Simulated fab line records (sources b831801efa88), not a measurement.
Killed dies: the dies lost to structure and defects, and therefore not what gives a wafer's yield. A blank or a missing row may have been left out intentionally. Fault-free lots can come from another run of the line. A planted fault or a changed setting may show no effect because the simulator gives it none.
Which of the tools did it? | flow sky130 | 13 lots with 39 wafers sampled at 3 steps, on a route of 708 steps

WHAT THE GAUGES READ, wafer by wafer
SKY_LDD_HVN_TW_MEAS_10. Usual: LDD_HVN_TW 1442, standard deviation 17.
lot  | measured     | on            | LDD_HVN_TW     | flag
L522 | day 19 21:41 | film metro-01 | 1426 1422 1419 |
L526 | day 21 16:53 | film metro-01 | 1411 1412 1409 |
L525 | day 21 19:54 | film metro-04 | 1453 1449 1454 |
L528 | day 22 19:35 | film metro-01 | 1413 1421 1417 |
L530 | day 23 04:47 | film metro-03 | 1457 1449 1448 |
L531 | day 23 17:01 | film metro-03 | 1446 1446 1449 |
L532 | day 24 03:24 | film metro-03 | 1458 1451 1452 |
L533 | day 24 12:48 | film metro-04 | 1447 1444 1444 |
L535 | day 24 23:02 | film metro-04 | 850 842 845    | OFF
L534 | day 24 23:56 | film metro-03 | 1456 1461 1458 |
L536 | day 25 09:14 | film metro-04 | 1459 1456 1454 |
L544 | day 28 14:18 | film metro-04 | 1454 1450 1451 |
L545 | day 29 04:36 | film metro-01 | 1420 1417 1415 |

TOOL THAT RAN EACH LOT (tool first, then ch and the chambers of the sampled wafers, then the start)
lot  | SKY_LDD_P_STRIP_10                   | SKY_LDD_HVN_STRIP_09
L522 | plasma asher-03 ch 1, day 18 14:18   | plasma asher-03 ch 0,1, day 19 21:35
L526 | plasma asher-03 ch 1, day 20 10:03   | plasma asher-01 ch 1, day 21 16:47
L525 | plasma asher-04 ch 0,1, day 20 12:32 | plasma asher-02 ch 0,1, day 21 19:48
L528 | plasma asher-04 ch 0,1, day 21 13:12 | plasma asher-01 ch 0,1, day 22 19:29
L530 | plasma asher-02 ch 0, day 21 22:21   | plasma asher-01 ch 0,1, day 23 04:41
L531 | plasma asher-04 ch 0,1, day 22 10:41 | plasma asher-01 ch 0,1, day 23 16:56
L532 | plasma asher-04 ch 0,1, day 22 21:06 | plasma asher-03 ch 0,1, day 24 03:18
L533 | plasma asher-03 ch 0,1, day 23 06:47 | plasma asher-02 ch 0,1, day 24 12:42
L535 | plasma asher-03 ch 0,1, day 23 16:51 | plasma asher-02 ch 0,1, day 24 22:56
L534 | plasma asher-02 ch 0,1, day 23 18:20 | plasma asher-01 ch 0,1, day 24 23:50
L536 | plasma asher-04 ch 0,1, day 24 03:29 | plasma asher-02 ch 0,1, day 25 09:08
L544 | plasma asher-03 ch 0,1, day 27 09:48 | plasma asher-02 ch 0,1, day 28 14:12
L545 | plasma asher-02 ch 0,1, day 28 00:29 | plasma asher-03 ch 0,1, day 29 04:30
- SKY_LDD_P_STRIP_10: strips in O2/N2.
- SKY_LDD_HVN_STRIP_09: strips in O2/N2.

WHAT THE TOOLS THEMSELVES READ (means of the sampled wafers that have a number; where no wafer has one, the mark that the record gives instead)
SKY_LDD_P_STRIP_10. Usual: drypump motor current A 6.0 A, standard deviation 0.4; oes product au 0.715 a.u., standard deviation 0.0041; strip time to endpoint s 14.17 s, standard deviation 0.043.
lot  | tool            | drypump motor current A (A) | oes product au (a.u.) | strip time to endpoint s (s) | flag
L522 | plasma asher-03 | 5.7                         | 0.712                 | 14.19                        |
L526 | plasma asher-03 | 5.7                         | 0.715                 | 14.26                        |
L525 | plasma asher-04 | 6.1                         | 0.715                 | 14.23                        |
L528 | plasma asher-04 | 6.3                         | 0.709                 | 14.15                        |
L530 | plasma asher-02 | 5.9                         | 0.715                 | 14.16                        |
L531 | plasma asher-04 | 6.3                         | 0.714                 | 14.12                        |
L532 | plasma asher-04 | 6.0                         | 0.716                 | 14.15                        |
L533 | plasma asher-03 | 5.9                         | 0.714                 | 14.16                        |
L535 | plasma asher-03 | 5.9                         | 0.956                 | -                            | OFF
L534 | plasma asher-02 | 5.8                         | 0.713                 | 14.09                        |
L536 | plasma asher-04 | 6.3                         | 0.714                 | 14.13                        |
L544 | plasma asher-03 | 6.1                         | 0.714                 | 14.17                        |
L545 | plasma asher-02 | 5.8                         | 0.718                 | 14.11                        |

SKY_LDD_HVN_STRIP_09. Usual: drypump motor current A 5.7 A, standard deviation 0.49; oes product au 0.408 a.u., standard deviation 0.0044; strip time to endpoint s 4.129 s, standard deviation 0.017.
lot  | tool            | drypump motor current A (A) | oes product au (a.u.) | strip time to endpoint s (s) | flag
L522 | plasma asher-03 | 6.1                         | 0.412                 | 4.137                        |
L526 | plasma asher-01 | 6.3                         | 0.403                 | 4.129                        |
L525 | plasma asher-02 | 5.6                         | 0.413                 | 4.160                        |
L528 | plasma asher-01 | 5.8                         | 0.412                 | 4.143                        |
L530 | plasma asher-01 | 5.3                         | 0.408                 | 4.126                        |
L531 | plasma asher-01 | 5.8                         | 0.408                 | 4.122                        |
L532 | plasma asher-03 | 5.9                         | 0.403                 | 4.119                        |
L533 | plasma asher-02 | 5.6                         | 0.406                 | 4.130                        |
L535 | plasma asher-02 | 5.8                         | 0.486                 | 6.124                        | OFF
L534 | plasma asher-01 | 5.8                         | 0.404                 | 4.134                        |
L536 | plasma asher-02 | 5.6                         | 0.404                 | 4.118                        |
L544 | plasma asher-02 | 5.8                         | 0.406                 | 4.112                        |
L545 | plasma asher-03 | 5.9                         | 0.413                 | 4.116                        |

THE ANSWER, worked out from the rows above alone
Rule: lot off if the mean of its wafers having a number is beyond 3 standard deviations from the usual mean. A lot without any number at a reading at which 4 lots or more have one is off too. Where the step has rows for the other lots, those lots are counted as sound. First the gauges in route order, then the tools' own readings, where a lot's mean is used as printed above. The first step at which some lot is off is used, and at that step the reading that is off furthest; a lot without a number counts as furthest.
Off: L535, at SKY_LDD_HVN_TW_MEAS_10 (LDD_HVN_TW).
If a tool, at a process step before that reading, ran all the lots that are off and no sound lot after the first of them, it fits. Not tried: the gauges at SKY_LDD_HVN_TW_MEAS_10; whatever is off there is also off at SKY_LDD_P_STRIP_10, on other tools, and gauge error can't account for it. Not one of the candidates tried fits.

WHAT THE SIMULATOR HAD INSERTED
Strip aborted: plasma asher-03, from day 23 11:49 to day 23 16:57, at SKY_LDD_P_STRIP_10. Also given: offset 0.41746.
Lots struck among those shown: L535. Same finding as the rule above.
